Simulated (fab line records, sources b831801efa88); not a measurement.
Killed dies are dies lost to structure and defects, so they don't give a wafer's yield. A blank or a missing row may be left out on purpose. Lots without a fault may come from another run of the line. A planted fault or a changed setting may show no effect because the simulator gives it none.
Chamber matching | flow sky130 | SKY_FIELD_ISO_ETCH_17 on rie_si-02: 4 sister chambers
The step etches Si in HBr/Cl2/O2, target depth 342 nm, time 97.7 s. 8 wafers are shown with their chamber, then 9 later ones without.

WAFERS WITH THEIR CHAMBER
wafer  | chamber | drypump_motor_current_A (A) | oes_product_au (a.u.)
L836.4 | 1       | 5.33                        | 1.005
L836.5 | 3       | 5.42                        | 1.000
L838.1 | 1       | 5.39                        | 1.009
L838.3 | 0       | 5.43                        | 0.993
L838.6 | 2       | 5.45                        | 1.000
L839.1 | 2       | 5.46                        | 1.000
L839.3 | 3       | 5.47                        | 0.996
L839.4 | 0       | 5.42                        | 0.995

WAFERS WITHOUT THEIR CHAMBER
wafer  | drypump_motor_current_A (A) | oes_product_au (a.u.)
L842.1 | 5.35                        | 1.005
L842.3 | 5.42                        | 1.003
L842.6 | 5.43                        | 1.005
L843.1 | 5.36                        | 0.997
L843.4 | 5.46                        | 0.999
L843.5 | 5.40                        | 0.994
L845.3 | 5.31                        | 1.008
L845.4 | 5.46                        | 1.013
L845.5 | 5.33                        | 1.008

WHICH CHAMBER EACH WENT THROUGH
wafer  | from the rows above          | in truth
L842.1 | 1                            | 1
L842.3 | can't be placed: 2 or 3 or 1 | 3
L842.6 | can't be placed: 2 or 1 or 3 | 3
L843.1 | can't be placed: 0 or 3 or 2 | 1
L843.4 | can't be placed: 2 or 3      | 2
L843.5 | can't be placed: 0 or 3      | 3
L845.3 | 1                            | 1
L845.4 | can't be placed: 1 or 2      | 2
L845.5 | 1                            | 1
Placed correctly: 3 of 9. Can't be placed from these rows: 6 (the true chamber is among the candidates in 5). Placed wrongly: 0.
How it was worked out, from the rows above alone: a wafer's distance from a chamber is the root of the sum, over the readings, of the square of ((its reading less the chamber's mean) divided by the reading's scatter). The wafer belongs to the nearest chamber; if the next one is less than 2 further off, it can't be placed. A chamber's mean is the mean of its shown wafers. The scatter: the root of (the sum of the squares of (reading less its chamber's mean) over the shown wafers, divided by (wafers less chambers)).
